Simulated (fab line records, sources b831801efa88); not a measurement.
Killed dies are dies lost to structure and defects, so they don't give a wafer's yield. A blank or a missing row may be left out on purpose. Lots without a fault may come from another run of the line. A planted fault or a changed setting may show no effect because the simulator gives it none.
A struck lot beside a sound one | flow sky130 | 14 steps out of a route of 708
Sound: wafers L836.1, L836.2, L836.6. Struck: wafers L841.3, L841.4, L841.6. The cause comes at the end.
At each step with rows: each side's tool, then ch and its chambers, then its first start. Under that, the readings that differ: sound wafers | struck wafers | difference of the means | sigmas: that difference in standard deviations of wafers without a fault.
alike: readings whose means differ by less than 2 such deviations, and words and numbers that are the same on both sides. not compared: withheld readings, readings that some wafer has no value for, bounds like >300 that may hide the same value, and numbers for which the record gives no deviation and whose values overlap.
The two part at a step that has a row with sigmas, a row that says differs or no value, or rows on one side only. Numbers that don't overlap but have no deviation are shown without sigmas and don't part them. A reading that every wafer of one side lacks parts them only if that side has two wafers or more.

SKY_METAL4_STRIP_19: strips in O2/N2.
  sound on plasma_asher-01 ch 0,1, day 42 03:28; struck on plasma_asher-01 ch 0,1, day 43 12:07
  alike: drypump_motor_current_A, oes_product_au, strip_time_to_endpoint_s
  not compared: rf_hours_counter_h
then, 4 steps without rows for these wafers: SKY_METAL4_STRIP_20 (strips in post etch residue remover, time 1200 s); SKY_METAL4_CLEAN_21 (cleans in IPA, time 180 s); SKY_METAL4_CLEAN_22 (cleans in O3/DIW); SKY_VIA4_HDPCVD_00 (deposits SiO2, target thk 1750 nm, time 291.7 s).
SKY_VIA4_THK_MEAS_01:
  sound on film_metro-01, day 42 04:35; struck on film_metro-04, day 43 13:22
  alike: VIA4_HDPCVD_THK
SKY_VIA4_CMP_02: polishes SiO2.
  sound on cmp-01 ch 0,1,2, day 42 04:39; struck on cmp-02 ch 0,1,3, day 43 13:27
  alike: motor_current_A
SKY_VIA4_BOW_MEAS_03:
  sound on film_metro-03, day 42 04:57; struck on film_metro-04, day 43 13:44
  alike: VIA4_BOW
then, 4 steps without rows for these wafers: SKY_VIA4_DEHYDRATE_04 (time 60 s); SKY_VIA4_HMDS_05 (prime time 60 s); SKY_VIA4_COAT_06 (resist thk 1140 nm); SKY_VIA4_SOFTBAKE_07 (time 60 s).
SKY_VIA4_EXPOSE_08: exposes mask VIM4, target cd 800 nm.
  sound on iline_stepper-02 ch 0, day 42 16:24; struck on iline_stepper-02, day 44 01:19
  no value came back on the struck wafers for exposure_dose_mJ_cm2, focus_offset_nm (nm); on the sound wafers exposure_dose_mJ_cm2 reads 132.12 132.03 132.03
  alike: mask
then, 1 step without rows for these wafers: SKY_VIA4_PEB_09.

WHERE THEY PART
Only at SKY_VIA4_EXPOSE_08, within this record.

WHY: what the simulator had put in
Skipped step whole: iline_stepper-02, from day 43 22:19 on, at SKY_VIA4_EXPOSE_08. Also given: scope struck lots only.
